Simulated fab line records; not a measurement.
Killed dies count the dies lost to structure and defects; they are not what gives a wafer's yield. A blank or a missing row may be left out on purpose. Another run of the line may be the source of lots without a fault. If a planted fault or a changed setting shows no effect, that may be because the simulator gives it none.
One fault seen from 2 desks | flow sky130 | each desk has only its own numbers; what lay behind them comes last

== THE METROLOGY DESK ==
Lot by lot, what the gauges showed, no matter which tool ran the lot: averages of those sampled wafers that carry a number. If a lot's mean is further than 4 standard deviations from the usual mean, the lot is out of limits and carries the mark OUT (the distance appears in the brackets).
Columns: A = LI_CONTACT_W_RS at SKY_LI_CONTACT_RS_MEAS_22, usual 0.2854 ohm/sq; B = LOCAL_INTERCONNECT_OVL at SKY_LOCAL_INTERCONNECT_OVL_MEAS_12, usual -1 nm; C = CONTACT_HDPCVD_THK at SKY_CONTACT_THK_MEAS_03, usual 565 nm
lot  | first seen here | A      | B   | C
L859 | day 30 15:26    | 0.2857 | -5  | 563
L861 | day 30 16:16    | 0.2864 | 3   | 569
L860 | day 30 17:11    | 0.2835 | -3  | 559
L863 | day 31 03:03    | 0.2848 | 1   | 561
L864 | day 32 00:02    | 0.2845 | -1  | 562
L865 | day 32 01:41    | 0.2867 | 5   | 570
L867 | day 32 10:49    | 0.2790 | -11 | 564
L869 | day 32 23:58    | 0.2833 | -1  | 562
L876 | day 35 17:10    | 0.2854 | -1  | 566
L877 | day 35 19:28    | 0.2848 | 4   | 566
L878 | day 36 01:57    | 0.2900 | -3  | 566
L880 | day 37 14:35    | 0.2851 | -4  | 563
L879 | day 37 16:58    | 0.2890 | 2   | 565
This desk's verdict: no lot among the 13 shows anything out of limits.

== THE TOOL OWNER'S DESK: pvdSputter-03 ==
The tool's own readings at SKY_METAL1_SPUTTER_03 (material Ti, target thk 5 nm, time 3.3 s): means of the sampled wafers that have a number, for each lot that ran on this tool. If a lot's mean is further than 4 standard deviations from the usual mean, the lot is out of limits and carries the mark OUT (the distance appears in the brackets).
Columns: A = cathodeDcPowerW at SKY_METAL1_SPUTTER_03, usual 3000.0 W; B = throttleValvePct at SKY_METAL1_SPUTTER_03, usual 29.7 %
lot  | first seen here | A                        | B
L861 | day 33 03:13    | 2999.8                   | 30.2
L860 | day 33 04:26    | 3000.5                   | 29.3
L863 | day 33 13:08    | 3000.2                   | 29.4
L865 | day 34 10:28    | 3000.1                   | 29.2
L867 | day 34 18:11    | 2845.5 (-99 or more) OUT | 29.4
L869 | day 35 07:14    | 2691.0 (-99 or more) OUT | 29.5
L878 | day 38 09:31    | 3000.2                   | 29.8
L880 | day 39 21:00    | 2999.9                   | 29.1
L879 | day 39 23:03    | 3000.0                   | 29.9
This desk's verdict: out of limits on L867, L869, starting with L867 at day 34 18:11 (cathodeDcPowerW at SKY_METAL1_SPUTTER_03). Within limits: L861, L860, L863, L865, L878, L880, L879.

== PUT TOGETHER ==
At day 34 18:11, on L867, L869, the tool owner's desk was in a position to raise an alarm.
From the metrology desk's view, nothing was out of limits.
The metrology desk holds a record of L867, L869, inside its limits.
SKY_METAL1_SPUTTER_03 was run on pvdSputter-03 by each of the lots named.

== WHAT HAD BEEN PUT IN BY THE SIMULATOR ==
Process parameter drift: pvdSputter-03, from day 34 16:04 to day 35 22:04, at SKY_METAL1_SPUTTER_03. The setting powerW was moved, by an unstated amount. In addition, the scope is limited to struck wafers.
Struck lots among those shown: L867, L869.
How many hours passed from the start of the fault until each desk's first out-of-limits reading: the tool owner's desk, 2.
